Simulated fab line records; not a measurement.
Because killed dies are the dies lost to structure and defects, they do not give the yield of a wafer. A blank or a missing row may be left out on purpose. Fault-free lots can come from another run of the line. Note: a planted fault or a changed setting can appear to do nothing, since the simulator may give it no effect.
2 desks, one fault    flow sfq-line    numbers are kept per desk, each desk with only its own; the story behind them comes last

## FROM THE METROLOGY DESK
What the gauges read for every lot (on any tool): the sampled wafers with a number, averaged. A lot is out of limits, marked OUT, if its mean lies more than 4 standard deviations from the usual mean; the brackets give that distance.
Columns: A = I1_BOW at SFQ_I1_BOW_MEAS_912, usual 1 um; B = I2_OVL at SFQ_I2_OVL_MEAS_918, usual 1 nm
lot   first seen here  A   B
L221  day 18 08:47     -2  -1
L222  day 18 15:06     3   -3
L223  day 18 20:17     4   0
L225  day 19 17:18     -9  -4
L227  day 20 11:17     -1  -5
L228  day 20 14:17     -3  4
L229  day 20 18:05     3   0
L230  day 20 23:18     2   3
L234  day 22 01:23     -6  -3
L235  day 22 10:14     -3  -2
L236  day 22 13:53     9   7
L240  day 24 16:50     3   14
L243  day 26 03:25     0   3
L244  day 26 09:25     -7  5
Finding of this desk: none of the 14 lots has anything out of limits.

## DESK OF THE TOOL OWNER: cmp-02
The tool's own readings at SFQ_TRILAYER_I2_CMP_CMP_064 (polishes SiO2): means of the sampled wafers that have a number, for each lot that ran on this tool. A lot is out of limits, marked OUT, if its mean lies more than 4 standard deviations from the usual mean; the brackets give that distance.
Columns: A = edge-zone-pressure-frac at SFQ_TRILAYER_I2_CMP_CMP_064, usual 1.001; B = motor-current-A at SFQ_TRILAYER_I2_CMP_CMP_064, usual 10.4 A; C = time-to-endpoint-s at SFQ_TRILAYER_I2_CMP_CMP_064, usual 213 s
lot   first seen here  A      B     C
L227  day 33 14:08     0.996  10.2  213
L229  day 33 17:08     1.001  11.8  221
L230  day 33 20:08     0.997  12.5  214
L236  day 35 01:38     0.995  9.9   217
Finding of this desk: none of the 4 lots has anything out of limits.

## TAKEN TOGETHER
The metrology desk saw nothing out of limits.
The desk of the tool owner found nothing out of limits.

## WHAT THE SIMULATOR PUT IN
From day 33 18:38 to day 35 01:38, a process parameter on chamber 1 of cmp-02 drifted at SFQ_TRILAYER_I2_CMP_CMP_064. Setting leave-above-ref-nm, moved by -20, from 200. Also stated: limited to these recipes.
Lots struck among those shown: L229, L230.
